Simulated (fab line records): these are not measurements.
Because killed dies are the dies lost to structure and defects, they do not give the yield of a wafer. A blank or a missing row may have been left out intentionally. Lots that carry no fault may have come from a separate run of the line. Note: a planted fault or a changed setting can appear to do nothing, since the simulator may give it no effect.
A struck lot beside a sound one + flow sfq_line + 14 out of 325 route steps
Sound: the wafers L809.1, L809.2, L809.3. Struck: wafer L807.1 (L807.2, L807.4, from the same lot, were not struck and are left out); the cause is given at the end.
At each step with rows: each side's tool, then ch and its chambers, then its first start. Under that, the readings that differ: sound wafers + struck wafers + difference of the means + sigmas: that difference in standard deviations of wafers without a fault.
alike: words and numbers the same on both sides, and readings whose means are apart by under 2 such deviations; not compared: readings that were withheld, readings missing a value for some wafer, numbers with overlapping values and no deviation given by the record, and bounds like >300 which may hide the same value.
The two part at a step that has a row with sigmas, a row that says differs or no value, or rows on one side only. When numbers do not overlap yet have no deviation, they are printed without sigmas and do not part them. Lack of a reading on every wafer of one side parts them only where that side has two or more wafers.

first, 6 steps without rows for these wafers: SFQ_TRILAYER_M0_LITHO_COAT_026 (resist thk 62 nm); SFQ_TRILAYER_M0_LITHO_COAT_021 (resist thk 600 nm); SFQ_TRILAYER_M0_LITHO_SOFTBAKE_025; SFQ_TRILAYER_M0_LITHO_EXPOSE_022 (exposes mask M0, target cd 500 nm); SFQ_TRILAYER_M0_LITHO_PEB_024 (peb time 60 s); SFQ_TRILAYER_M0_LITHO_DEVELOP_023 (time 60 s).
SFQ_M0_OVL_MEAS_906:
  struck on overlay-01, day 14 14:57; sound on overlay-01, day 15 10:17
  alike: M0_OVL
SFQ_TRILAYER_M0_BARC_OPEN_METAL_ETCH_031: etches BARC in O2, target depth 125 nm, time 41.7 s.
  sound on rie_metal-03 ch 0,1, day 15 10:19; struck on rie_metal-04 ch 1, day 14 14:59
| reading                     | sound       | struck | difference | sigmas |
|-----------------------------|-------------|--------|------------|--------|
| drypump_motor_current_A (A) | 6.3 6.5 6.3 | 5.0    | -1.4       | -2     |
  alike: oes_product_au
  not compared: rf_hours_counter_h
SFQ_TRILAYER_M0_ETCH_METAL_ETCH_024: etches Nb in Cl2/Ar, stops on SiO2, target depth 240 nm, time 120 s.
  sound on rie_metal-03 ch 0,1, day 15 10:22; struck on rie_metal-04 ch 1, day 14 15:03
| reading                     | sound       | struck | difference | sigmas |
|-----------------------------|-------------|--------|------------|--------|
| drypump_motor_current_A (A) | 6.3 6.4 6.3 | 5.0    | -1.3       | -2     |
  alike: oes_product_au
  not compared: rf_hours_counter_h
SFQ_TRILAYER_M0_STRIP_STRIP_025: strips in O2.
  sound on rie_metal-03 ch 0,1, day 15 10:30; struck on rie_metal-04 ch 1, day 14 15:10
| reading                     | sound       | struck | difference | sigmas |
|-----------------------------|-------------|--------|------------|--------|
| drypump_motor_current_A (A) | 6.3 6.4 6.3 | 5.0    | -1.3       | -2     |
  alike: oes_product_au
  not compared: rf_hours_counter_h
then, 1 step without rows for these wafers: SFQ_TRILAYER_M0_STRIP_SOLV_CLEAN_026 (cleans in NMP, time 600 s).
SFQ_TRILAYER_I0_DEP_PECVD_027: deposits SiO2 from SiH4/N2O, time 111.11 s, target thk 500 nm.
  sound on pecvd-02 ch 0,2, day 15 11:16; struck on pecvd-04 ch 0, day 14 15:57
  alike: heater_power_w, throttle_valve_pct
SFQ_TRILAYER_I0_CMP_CMP_028: polishes SiO2.
  sound on cmp-01 ch 0,2,3, day 15 11:23; struck on cmp-02 ch 0, day 14 22:05
| reading                | sound       | struck | difference | sigmas |
|------------------------|-------------|--------|------------|--------|
| time_to_endpoint_s (s) | 220 218 212 | 114    | -103       | -12    |
  alike: motor_current_A
SFQ_I0_BOW_MEAS_907:
  struck on film_metro-02, day 15 00:05; sound on film_metro-03, day 15 14:23
  alike: I0_BOW

== WHERE THEY PART ==
First at SFQ_TRILAYER_M0_BARC_OPEN_METAL_ETCH_031; last, within this record, at SFQ_TRILAYER_I0_CMP_CMP_028. Later steps at which nothing parts them and some readings are alike: SFQ_I0_BOW_MEAS_907.

WHY: whatever the simulator had introduced
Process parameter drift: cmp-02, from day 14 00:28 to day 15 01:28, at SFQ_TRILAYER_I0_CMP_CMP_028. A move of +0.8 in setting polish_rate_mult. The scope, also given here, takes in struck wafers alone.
